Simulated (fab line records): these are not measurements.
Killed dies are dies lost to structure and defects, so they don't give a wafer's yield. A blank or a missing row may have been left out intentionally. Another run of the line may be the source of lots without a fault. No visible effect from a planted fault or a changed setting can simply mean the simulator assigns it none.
Which tool was responsible? :: flow sky130 :: 12 lots, 36 wafers sampled, at 5 steps of a route of 708

WHAT THE GAUGES SHOWED, per wafer
SKY_VT_ADJUST_HVTP_CD_MEAS_07: the cd target is 380 nm.
lot: L656
measured: day 6 03:25
on: cd sem-02
cd nm (nm): 384.5 386.2 382.7

lot: L657
measured: day 6 12:25
on: cd sem-02
cd nm (nm): 378.1 380.0 378.8

lot: L660
measured: day 7 15:53
on: cd sem-02
cd nm (nm): 376.1 374.3 375.9

lot: L661
measured: day 8 00:05
on: cd sem-01
cd nm (nm): 379.3 377.6 378.3

lot: L667
measured: day 9 22:40
on: cd sem-01
cd nm (nm): 383.3 384.6 382.2

lot: L669
measured: day 10 03:16
on: cd sem-01
cd nm (nm): 380.4 383.7 382.0

lot: L670
measured: day 10 08:15
on: cd sem-02
cd nm (nm): 379.1 380.9 382.2

lot: L674
measured: day 11 03:41
on: cd sem-02
cd nm (nm): 383.0 383.6 384.6

lot: L675
measured: day 11 10:01
on: cd sem-01
cd nm (nm): 386.8 383.8 384.5

lot: L676
measured: day 11 10:19
on: cd sem-01
cd nm (nm): 381.0 382.8 381.5

lot: L677
measured: day 11 19:37
on: cd sem-02
cd nm (nm): 380.6 380.3 380.3

lot: L678
measured: day 12 02:01
on: cd sem-01
cd nm (nm): 376.9 378.7 380.6

SKY_VT_ADJUST_HVTR_OVL_MEAS_08.
lot: L656
measured: day 9 11:08
on: overlay-02
VT_ADJUST_HVTR_OVL (nm): 1.6 1.8 2.1

lot: L657
measured: day 9 22:08
on: overlay-01
VT_ADJUST_HVTR_OVL (nm): 2.5 -0.8 0.1

lot: L660
measured: day 11 07:56
on: overlay-02
VT_ADJUST_HVTR_OVL (nm): 0.8 -1.8 0.6

lot: L661
measured: day 11 16:42
on: overlay-02
VT_ADJUST_HVTR_OVL (nm): 2.6 0.8 1.8

lot: L667
measured: day 13 22:57
on: overlay-01
VT_ADJUST_HVTR_OVL (nm): 1.7 0.1 -0.2

lot: L669
measured: day 14 05:59
on: overlay-02
VT_ADJUST_HVTR_OVL (nm): 1.1 0.0 -1.5

lot: L670
measured: day 14 11:05
on: overlay-02
VT_ADJUST_HVTR_OVL (nm): 0.8 -0.8 1.3

lot: L674
measured: day 15 08:43
on: overlay-02
VT_ADJUST_HVTR_OVL (nm): 2.4 1.6 1.6

lot: L675
measured: day 15 17:25
on: overlay-02
VT_ADJUST_HVTR_OVL (nm): -3.4 -3.0 -1.9

lot: L676
measured: day 15 19:16
on: overlay-02
VT_ADJUST_HVTR_OVL (nm): 1.0 1.2 -0.7

lot: L677
measured: day 16 03:47
on: overlay-01
VT_ADJUST_HVTR_OVL (nm): -0.4 -2.1 0.9

lot: L678
measured: day 16 13:37
on: overlay-01
VT_ADJUST_HVTR_OVL (nm): 1.2 2.3 2.0

SKY_VT_ADJUST_PCH_TW_MEAS_10.
lot: L656
measured: day 10 09:15
on: film metro-03
VT_ADJUST_PCH_TW: 141.5 142.2 141.8

lot: L657
measured: day 10 21:14
on: film metro-02
VT_ADJUST_PCH_TW: 147.1 147.7 147.4

lot: L660
measured: day 12 08:32
on: film metro-02
VT_ADJUST_PCH_TW: 118.3 117.8 117.8

lot: L661
measured: day 12 17:02
on: film metro-01
VT_ADJUST_PCH_TW: 113.7 113.3 113.5

lot: L667
measured: day 15 01:00
on: film metro-02
VT_ADJUST_PCH_TW: 146.3 146.2 145.8

lot: L669
measured: day 15 09:03
on: film metro-02
VT_ADJUST_PCH_TW: 146.0 145.7 145.9

lot: L670
measured: day 15 14:34
on: film metro-02
VT_ADJUST_PCH_TW: 146.4 145.9 145.9

lot: L674
measured: day 16 13:58
on: film metro-01
VT_ADJUST_PCH_TW: 141.6 141.6 141.3

lot: L675
measured: day 16 21:57
on: film metro-01
VT_ADJUST_PCH_TW: 141.5 141.4 140.7

lot: L676
measured: day 16 23:48
on: film metro-02
VT_ADJUST_PCH_TW: 146.1 146.5 147.4

lot: L677
measured: day 17 09:18
on: film metro-01
VT_ADJUST_PCH_TW: 141.3 141.3 141.2

lot: L678
measured: day 17 18:30
on: film metro-03
VT_ADJUST_PCH_TW: 142.5 141.6 142.5

WHAT TOOL EACH LOT RAN ON (gives the tool, then ch and the chambers of the sampled wafers, and finally the start)
lot: L656
SKY_VT_ADJUST_HVTP_STRIP_10: plasma asher-04 ch 0,1, day 6 03:43
SKY_VT_ADJUST_PCH_IMPLANT_08: implanter-01 ch 0, day 10 09:00

lot: L657
SKY_VT_ADJUST_HVTP_STRIP_10: plasma asher-03 ch 0,1, day 6 12:42
SKY_VT_ADJUST_PCH_IMPLANT_08: implanter-01 ch 0, day 10 21:01

lot: L660
SKY_VT_ADJUST_HVTP_STRIP_10: plasma asher-04 ch 0,1, day 7 16:10
SKY_VT_ADJUST_PCH_IMPLANT_08: implanter-01 ch 0, day 12 08:19

lot: L661
SKY_VT_ADJUST_HVTP_STRIP_10: plasma asher-01 ch 0,1, day 8 00:22
SKY_VT_ADJUST_PCH_IMPLANT_08: implanter-01 ch 0, day 12 16:49

lot: L667
SKY_VT_ADJUST_HVTP_STRIP_10: plasma asher-01 ch 0,1, day 9 22:58
SKY_VT_ADJUST_PCH_IMPLANT_08: implanter-02 ch 0, day 15 00:45

lot: L669
SKY_VT_ADJUST_HVTP_STRIP_10: plasma asher-03 ch 0,1, day 10 03:33
SKY_VT_ADJUST_PCH_IMPLANT_08: implanter-02 ch 0, day 15 08:47

lot: L670
SKY_VT_ADJUST_HVTP_STRIP_10: plasma asher-01 ch 0,1, day 10 08:32
SKY_VT_ADJUST_PCH_IMPLANT_08: implanter-04 ch 0, day 15 14:20

lot: L674
SKY_VT_ADJUST_HVTP_STRIP_10: plasma asher-01 ch 0,1, day 11 03:59
SKY_VT_ADJUST_PCH_IMPLANT_08: implanter-04 ch 0, day 16 13:45

lot: L675
SKY_VT_ADJUST_HVTP_STRIP_10: plasma asher-04 ch 0,1, day 11 10:19
SKY_VT_ADJUST_PCH_IMPLANT_08: implanter-02 ch 0, day 16 21:42

lot: L676
SKY_VT_ADJUST_HVTP_STRIP_10: plasma asher-01 ch 0,1, day 11 10:37
SKY_VT_ADJUST_PCH_IMPLANT_08: implanter-02 ch 0, day 16 23:33

lot: L677
SKY_VT_ADJUST_HVTP_STRIP_10: plasma asher-01 ch 0,1, day 11 19:55
SKY_VT_ADJUST_PCH_IMPLANT_08: implanter-04 ch 0, day 17 09:03

lot: L678
SKY_VT_ADJUST_HVTP_STRIP_10: plasma asher-04 ch 0,1, day 12 02:19
SKY_VT_ADJUST_PCH_IMPLANT_08: implanter-04 ch 0, day 17 18:15
- SKY_VT_ADJUST_HVTP_STRIP_10: strips in O2/N2.
- SKY_VT_ADJUST_PCH_IMPLANT_08

AS READ BY THE TOOLS THEMSELVES (means over the sampled wafers that have a number; for cases with no such wafer, the mark the record gives instead)
SKY_VT_ADJUST_HVTP_STRIP_10.
lot: L656
tool: plasma asher-04
drypump motor current A (A): 6.08
oes product au (a.u.): 0.714
strip time to endpoint s (s): 14.19

lot: L657
tool: plasma asher-03
drypump motor current A (A): 6.23
oes product au (a.u.): 0.713
strip time to endpoint s (s): 14.10

lot: L660
tool: plasma asher-04
drypump motor current A (A): 6.20
oes product au (a.u.): 0.714
strip time to endpoint s (s): 14.21

lot: L661
tool: plasma asher-01
drypump motor current A (A): 6.12
oes product au (a.u.): 0.717
strip time to endpoint s (s): 14.17

lot: L667
tool: plasma asher-01
drypump motor current A (A): 6.12
oes product au (a.u.): 0.717
strip time to endpoint s (s): 14.19

lot: L669
tool: plasma asher-03
drypump motor current A (A): 6.23
oes product au (a.u.): 0.711
strip time to endpoint s (s): 14.20

lot: L670
tool: plasma asher-01
drypump motor current A (A): 6.14
oes product au (a.u.): 0.714
strip time to endpoint s (s): 14.21

lot: L674
tool: plasma asher-01
drypump motor current A (A): 6.14
oes product au (a.u.): 0.716
strip time to endpoint s (s): 14.14

lot: L675
tool: plasma asher-04
drypump motor current A (A): 6.19
oes product au (a.u.): 0.713
strip time to endpoint s (s): 14.20

lot: L676
tool: plasma asher-01
drypump motor current A (A): 6.12
oes product au (a.u.): 0.712
strip time to endpoint s (s): 14.23

lot: L677
tool: plasma asher-01
drypump motor current A (A): 6.13
oes product au (a.u.): 0.717
strip time to endpoint s (s): 14.19

lot: L678
tool: plasma asher-04
drypump motor current A (A): 6.10
oes product au (a.u.): 0.712
strip time to endpoint s (s): 14.25

SKY_VT_ADJUST_PCH_IMPLANT_08.
lot: L656
tool: implanter-01
dose ions cm2: 5e+11
faraday current uA: 2.82

lot: L657
tool: implanter-01
dose ions cm2: 5e+11
faraday current uA: 2.89

lot: L660
tool: implanter-01
dose ions cm2: 2e+11
faraday current uA: 1.19

lot: L661
tool: implanter-01
dose ions cm2: 2e+11
faraday current uA: 1.21

lot: L667
tool: implanter-02
dose ions cm2: 5e+11
faraday current uA: 2.82

lot: L669
tool: implanter-02
dose ions cm2: 5e+11
faraday current uA: 2.81

lot: L670
tool: implanter-04
dose ions cm2: 5e+11
faraday current uA: 2.79

lot: L674
tool: implanter-04
dose ions cm2: 5e+11
faraday current uA: 2.84

lot: L675
tool: implanter-02
dose ions cm2: 5e+11
faraday current uA: 2.81

lot: L676
tool: implanter-02
dose ions cm2: 5e+11
faraday current uA: 2.80

lot: L677
tool: implanter-04
dose ions cm2: 5e+11
faraday current uA: 2.78

lot: L678
tool: implanter-04
dose ions cm2: 5e+11
faraday current uA: 2.82

THE ANSWER, worked out from the rows above alone
Rule: the usual values come from the lots themselves. The widest of any qualifying gaps counts: lots, ordered by their means at a reading, are off when they make up no more than a third of the lots, leave a main group of 4 or more, and stand apart from it by 3 or more times the standard deviation of that group's means. Not used: any main group whose means are identical at the precision the tables above print for the reading. A lot without any number at a reading at which 4 lots or more have one is off too. All remaining lots with rows at the step are treated as sound. First the gauges in route order, then the tools' own readings, where a lot's mean is used as printed above. At the first step where some lot is off, the reading lying furthest off is the one used; lots without a number count as furthest.
Off: at SKY_VT_ADJUST_PCH_TW_MEAS_10 (VT_ADJUST_PCH_TW), L660, L661. The main group has a mean of 144.0 with a standard deviation of 2.5.
If a tool, at a process step before that reading, ran all the lots that are off and no sound lot after the first of them, it fits. Not tried: the gauges at SKY_VT_ADJUST_PCH_TW_MEAS_10; whatever is off there is also off at SKY_VT_ADJUST_PCH_IMPLANT_08, on other tools, and gauge error can't account for it. One fits: implanter-01 at SKY_VT_ADJUST_PCH_IMPLANT_08. Its last sound lot is L657 (day 10 21:01), its first lot that is off L660 (day 12 08:19): a fault that began between those two fits.
The tool's own readings at SKY_VT_ADJUST_PCH_IMPLANT_08 bear it out: on the lots that are off they differ by more than 5 times the standard deviation of the sound lots' means. dose ions cm2 reads 2e+11 there against 5e+11 on the sound lots; faraday current uA reads 1.20 there against 2.82 on the sound lots.

WHAT WAS PUT IN BY THE SIMULATOR
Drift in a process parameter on implanter-01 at SKY_VT_ADJUST_PCH_IMPLANT_08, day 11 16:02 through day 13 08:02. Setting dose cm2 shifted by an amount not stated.
Shown lots that were struck: L660, L661. The rule above reached the same finding.
